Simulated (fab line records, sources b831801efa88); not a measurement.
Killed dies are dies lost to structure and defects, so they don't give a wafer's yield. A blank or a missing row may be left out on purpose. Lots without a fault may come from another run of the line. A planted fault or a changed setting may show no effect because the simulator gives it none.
Chamber matching | flow sky130 | SKY_VIA1_ETCH_15 on rie_diel-03: 4 sister chambers
The step etches SiO2 in C4F8/O2/Ar, stops on TiN, target depth 351 nm, time 54 s. 18 wafers are shown with their chamber, then 9 later ones without.

WAFERS WITH THEIR CHAMBER
wafer  | chamber | oes_product_au (a.u.)
L756.2 | 2       | 0.986
L756.4 | 3       | 0.975
L756.6 | 0       | 0.978
L761.4 | 2       | 0.992
L761.5 | 2       | 0.990
L761.6 | 3       | 0.979
L762.1 | 0       | 0.979
L762.5 | 3       | 0.973
L762.6 | 2       | 0.994
L767.3 | 0       | 0.979
L767.4 | 1       | 0.983
L767.6 | 3       | 0.971
L772.3 | 1       | 0.974
L772.5 | 2       | 0.988
L772.6 | 3       | 0.974
L773.1 | 2       | 0.983
L773.2 | 1       | 0.982
L773.3 | 3       | 0.975

SIGNATURES (means of the wafers above)
reading        | chamber 0 | chamber 1 | chamber 2 | chamber 3 | scatter within a chamber
oes_product_au | 0.97867   | 0.97967   | 0.98883   | 0.97450   | 0.00344
Rule: a wafer's distance from a chamber is the root of the sum, over the readings, of the square of ((its reading less the chamber's mean) divided by the reading's scatter). The wafer belongs to the nearest chamber; if the next one is less than 2 further off, it can't be placed. The scatter: the root of (the sum of the squares of (reading less its chamber's mean) over the shown wafers, divided by (wafers less chambers)).

WAFERS WITHOUT THEIR CHAMBER
wafer  | oes_product_au (a.u.)
L774.3 | 0.987
L774.4 | 0.986
L774.5 | 0.988
L775.1 | 0.984
L775.3 | 0.988
L775.6 | 0.980
L776.1 | 0.987
L776.2 | 0.980
L776.4 | 0.980

WHICH CHAMBER EACH WENT THROUGH
wafer  | from the rows above               | in truth
L774.3 | can't be placed: 2 or 1 or 0      | 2
L774.4 | can't be placed: 2 or 1 or 0      | 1
L774.5 | 2                                 | 2
L775.1 | can't be placed: 1 or 2 or 0 or 3 | 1
L775.3 | 2                                 | 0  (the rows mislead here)
L775.6 | can't be placed: 1 or 0 or 3      | 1
L776.1 | can't be placed: 2 or 1 or 0      | 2
L776.2 | can't be placed: 1 or 0 or 3      | 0
L776.4 | can't be placed: 1 or 0 or 3      | 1
Placed correctly: 1 of 9. Can't be placed from these rows: 7 (the true chamber is among the candidates in 7). Placed wrongly: 1.
